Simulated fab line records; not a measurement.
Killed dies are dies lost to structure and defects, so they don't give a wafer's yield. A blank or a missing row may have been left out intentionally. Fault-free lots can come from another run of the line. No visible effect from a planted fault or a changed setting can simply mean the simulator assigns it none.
Split-lot experiment | flow gf180mcu | 23 wafers read across 5 lots, on a route 602 steps long

THE SPLIT ITSELF
At GF_M1_PEB_12 (peb time 90 s), the setting peb-temp-c was moved away from the recipe's 135 C on 8 of the 23 wafers read, by -2.5% to +3.0%. For the rest of the wafers, this setting stayed at what the recipe calls for.

BETWEEN THE SPLIT AND THE READING: the file shows 1 step in between
- GF_M1_DEVELOP_13: develop time 60 s

THE READING
At GF_M1_CD_MEAS_14: cd-nm in nanometres, against a target cd of 230 nm. A value of 229.8 nm with a standard deviation of 1.2 nm is what fault-free wafers of this fab line usually give.

wafer  | tool, chamber at the split | peb-temp-c as run, C | against the recipe | cd-nm, nm | against lot-mates on the recipe
L074.2 | litho-track-02, 0          | 135                  | recipe             | 228.2     | -
L074.3 | litho-track-02, 0          | 139                  | +3.0%              | 221.0     | -8.2
L074.4 | litho-track-02, 0          | 139                  | +3.0%              | 220.2     | -9.0
L074.5 | litho-track-02, 0          | 139                  | +3.0%              | 219.8     | -9.4
L074.6 | litho-track-02, 0          | 135                  | recipe             | 230.2     | -
L076.1 | litho-track-02, 0          | 135                  | recipe             | 230.1     | -
L076.3 | litho-track-02, 0          | 135                  | recipe             | 230.9     | -
L076.6 | litho-track-02, 0          | 135                  | recipe             | 230.1     | -
L077.1 | litho-track-03, 0          | 135                  | recipe             | 228.3     | -
L077.2 | litho-track-03, 0          | 131.6                | -2.5%              | 241.1     | +12.2
L077.4 | litho-track-03, 0          | 135                  | recipe             | 229.6     | -
L077.5 | litho-track-03, 0          | 131.6                | -2.5%              | 239.0     | +10.1
L077.6 | litho-track-03, 0          | 131.6                | -2.5%              | 240.5     | +11.6
L079.2 | litho-track-02, 0          | 135                  | recipe             | 232.0     | -
L079.3 | litho-track-02, 0          | 135                  | recipe             | 230.1     | -
L079.4 | litho-track-02, 0          | 135                  | recipe             | 229.6     | -
L079.5 | litho-track-02, 0          | 135                  | recipe             | 230.0     | -
L079.6 | litho-track-02, 0          | 135                  | recipe             | 230.3     | -
L083.1 | litho-track-04, 0          | 131.7                | -2.4%              | 240.8     | +11.2
L083.2 | litho-track-04, 0          | 135                  | recipe             | 230.4     | -
L083.3 | litho-track-04, 0          | 135                  | recipe             | 229.7     | -
L083.4 | litho-track-04, 0          | 135                  | recipe             | 228.6     | -
L083.5 | litho-track-04, 0          | 131.7                | -2.4%              | 240.0     | +10.4

FIT RESULTS
A straight line over all 23 wafers: cd-nm changes by -3.71 nm for each +1% of peb-temp-c; r = -0.98; the points scatter about the line by 1.1 nm.
The same after taking each lot's own level away (the mean of its wafers on the recipe; 23 wafers): -3.74 nm for each +1%; r = -0.98; scatter 1.2 nm.
The reading moves by 11 nm for the largest change in peb-temp-c, on that fit.
The span of the lots' own levels, 228.95 to 230.40 nm, comes to 1.2 times the standard deviation stated above.
Hence the lot-to-lot level has little effect on the slope; both slopes agree.
Check: for one of the wafers moved furthest among these (+3.0%), held out of the fit, the line's prediction against its lot-mates is -11 nm. It came out at -8.2 nm against them.

OTHER SPLITS ON THESE WAFERS
Before the reading, these wafers also passed through other splits. Each is held against what the fit with the lots' levels taken away leaves over:
other split on the same wafers            | wafers away from the commonest value | r with cd-nm (lot level and that fit taken away)
GF_SAB_CVD_00 time-s                      | 8                                    | +0.03
GF_SAB_DEVELOP_08 dev-temp-c              | 9                                    | -0.03
GF_SAB_ETCH_11 bias-w                     | 7                                    | +0.21
GF_SALICIDE_SPUTTER_03 time-s             | 5                                    | +0.16
GF_CONTACT_CMP_04 leave-above-ref-nm      | 9                                    | -0.05
GF_CONTACT_ETCH_16 ion-energy-ev          | 8                                    | -0.24
GF_CONTACT_SPUTTER_22 chamber-pressure-pa | 15                                   | +0.33
GF_M1_SPUTTER_02 power-w                  | 5                                    | +0.12

THE WHOLE CHAIN: every reading that the file lists as answering this split, in the file's order
step                | what it does                                                                         | reading                                                   | change (the file's fit)              | r (the file's)
GF_M1_CD_MEAS_14    | target cd 230 nm                                                                     | cd-nm                                                     | -3.85 nm for each +1% of the setting | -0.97
GF_M1_METAL_ETCH_16 | etches the open film in Cl2/BCl3, stops on SiO2, target depth 627.5 nm, time 104.6 s | M1.cd-nm (the simulator's own value, which no gauge read) | -3.74 nm for each +1% of the setting | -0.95

FILE'S OWN FIT
cd-nm changes by -3.85 nm for each +1% of peb-temp-c, r = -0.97.
